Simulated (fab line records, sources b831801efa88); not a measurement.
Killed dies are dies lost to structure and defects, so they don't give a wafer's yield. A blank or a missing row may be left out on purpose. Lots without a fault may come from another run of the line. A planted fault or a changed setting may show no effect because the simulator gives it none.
Chamber matching | flow sky130 | SKY_VIA4_CMP_02 on cmp-02: 4 sister chambers
The step polishes SiO2. 4 wafers are shown with their chamber, then 9 later ones without.

WAFERS WITH THEIR CHAMBER
wafer  | chamber | motor_current_A (A)
L457.1 | 1       | 14.4
L460.3 | 2       | 11.4
L460.5 | 3       | 12.1
L460.6 | 0       | 14.3

WAFERS WITHOUT THEIR CHAMBER
wafer  | motor_current_A (A)
L459.3 | 11.8
L459.5 | 13.8
L459.6 | 11.7
L461.2 | 11.3
L461.4 | 14.0
L461.6 | 13.7
L458.2 | 11.7
L458.4 | 14.6
L458.5 | 12.0

WHICH CHAMBER EACH WENT THROUGH
wafer  | from the rows above     | in truth
L459.3 | can't be placed: 3 or 2 | 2
L459.5 | can't be placed: 0 or 1 | 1
L459.6 | can't be placed: 2 or 3 | 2
L461.2 | 2                       | 2
L461.4 | can't be placed: 0 or 1 | 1
L461.6 | can't be placed: 0 or 1 | 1
L458.2 | can't be placed: 2 or 3 | 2
L458.4 | can't be placed: 1 or 0 | 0
L458.5 | can't be placed: 3 or 2 | 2
Placed correctly: 1 of 9. Can't be placed from these rows: 8 (the true chamber is among the candidates in 8). Placed wrongly: 0.
How it was worked out, from the rows above alone: a wafer's distance from a chamber is the root of the sum, over the readings, of the square of ((its reading less the chamber's mean) divided by the reading's scatter). The wafer belongs to the nearest chamber; if the next one is less than 2 further off, it can't be placed. A chamber's mean is the mean of its shown wafers. The scatter: with one shown wafer a chamber, the root of the mean of the squares of how far each hidden wafer lies from its nearest shown one.
